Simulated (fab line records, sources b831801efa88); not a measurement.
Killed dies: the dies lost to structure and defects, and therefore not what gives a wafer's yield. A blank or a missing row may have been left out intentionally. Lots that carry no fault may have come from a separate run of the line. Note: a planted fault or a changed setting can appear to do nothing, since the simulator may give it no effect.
Problem report in the 8D (eight disciplines) form, filled by code | flow sky130 | the parts of the form that need people (team, actions taken, sign-off) are left out

1. PROBLEM STATEMENT
killed_at_M4_up at SKY_PAD_OPEN_PROBE_99 reads a mean of 410.8 on 6 wafers of 2 lots; wafers without a fault read 3.3 with a standard deviation of 2.1. So: +99 or more standard deviations from the usual mean.
Seen first at day 49 18:16 on prober-02, wafer L103.1. At this step, 33 wafers from 11 lots have a number in the record. By rule, "out" or "out of limits" means more than 4 standard deviations away from the usual mean. All remaining wafers that have a number are taken as sound.

2. WHAT THIS IS AND IS NOT
question                    | is                                                                                                                  | is not
which readings at this step | killed_at_M4_up, defect_limited_yield, killed_dies, killed_on_rim, sort_bin_5_function, sort_n_pass, sort_yield_pct | killed_at_M0_to_M3, killed_at_contacts, killed_at_front_end, killed_open, killed_short, sort_bin_6_memory
which lots                  | L103, L104                                                                                                          | L106, L107, L108, L109, L987, L988, L989, L990, L991
which wafers of those lots  | all that have a number                                                                                              | -
read on which tools         | prober-01, prober-02                                                                                                | -
when                        | from day 49 18:16                                                                                                   | up to then (15 sound wafers); but 12 sound wafers of L106, L107, L108, L109 came after

3. WHAT RULES OUT EACH SUSPECT
Counting: a tool stays on the suspect list if, at a process step up to the reading, it processed all lots that are out and no sound lot following the first of them.
- plasma_asher-02 at SKY_METAL4_STRIP_19 (strips in O2/N2): ruled out as a lasting fault. Following L103 (day 46 08:37), the first lot on it that is out, the sound lots L108 were run on it.
Left after counting: nothing in the record.

4. THE CAUSE (what the simulator had put in)
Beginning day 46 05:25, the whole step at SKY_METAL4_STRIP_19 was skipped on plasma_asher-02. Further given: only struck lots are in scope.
It was ruled out by counting, in error; the rule expects a fault to strike all lots run on its tool from its start on, and this fault did not.

5. SEQUENCE OF EFFECTS, ordered by route
Each row: a reading whose mean over the struck wafers that have a number lies more than 3 standard deviations from the usual. Only readings whose record carries a usual standard deviation are examined. hours: median over the lots of the time between each lot's start at the first step of this table that gives one and its start at this step. sigmas: the change, counted in usual standard deviations.
hours | step                  | reading              | usual  | on struck wafers | change | sigmas
0     | SKY_PAD_OPEN_PROBE_99 | defect_limited_yield | 82.9 % | 0.0              | -82.9  | -41
0     | SKY_PAD_OPEN_PROBE_99 | killed_at_M4_up      | 3.3    | 410.8            | +407.5 | +99 or more
0     | SKY_PAD_OPEN_PROBE_99 | killed_dies          | 84     | 492              | +408   | +41
0     | SKY_PAD_OPEN_PROBE_99 | killed_on_rim        | 17     | 96               | +79    | +21
0     | SKY_PAD_OPEN_PROBE_99 | sort_bin_5_function  | 10.2 % | 93.3             | +83.1  | +55
0     | SKY_PAD_OPEN_PROBE_99 | sort_n_pass          | 408    | 0                | -408   | -41
0     | SKY_PAD_OPEN_PROBE_99 | sort_yield_pct       | 82.9 % | 0.0              | -82.9  | -41
The process steps in it:
- SKY_PAD_OPEN_PROBE_99
Readings that are blank on the struck wafers while sound wafers have them: chamber_pressure_mTorr at SKY_METAL4_STRIP_19; drypump_motor_current_A at SKY_METAL4_STRIP_19; o2_flow_sccm at SKY_METAL4_STRIP_19; oes_product_au at SKY_METAL4_STRIP_19; strip_time_to_endpoint_s at SKY_METAL4_STRIP_19.

6. WHAT WOULD HAVE CAUGHT IT SOONER
85 hours passed between the start of the fault at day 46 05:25 and the first reading out of limits in this record, taken at day 49 18:16.
At SKY_METAL4_STRIP_19 the tool's readings are blank on the struck wafers, where sound wafers have them: an empty tool record is the first sign, and it was there at once.
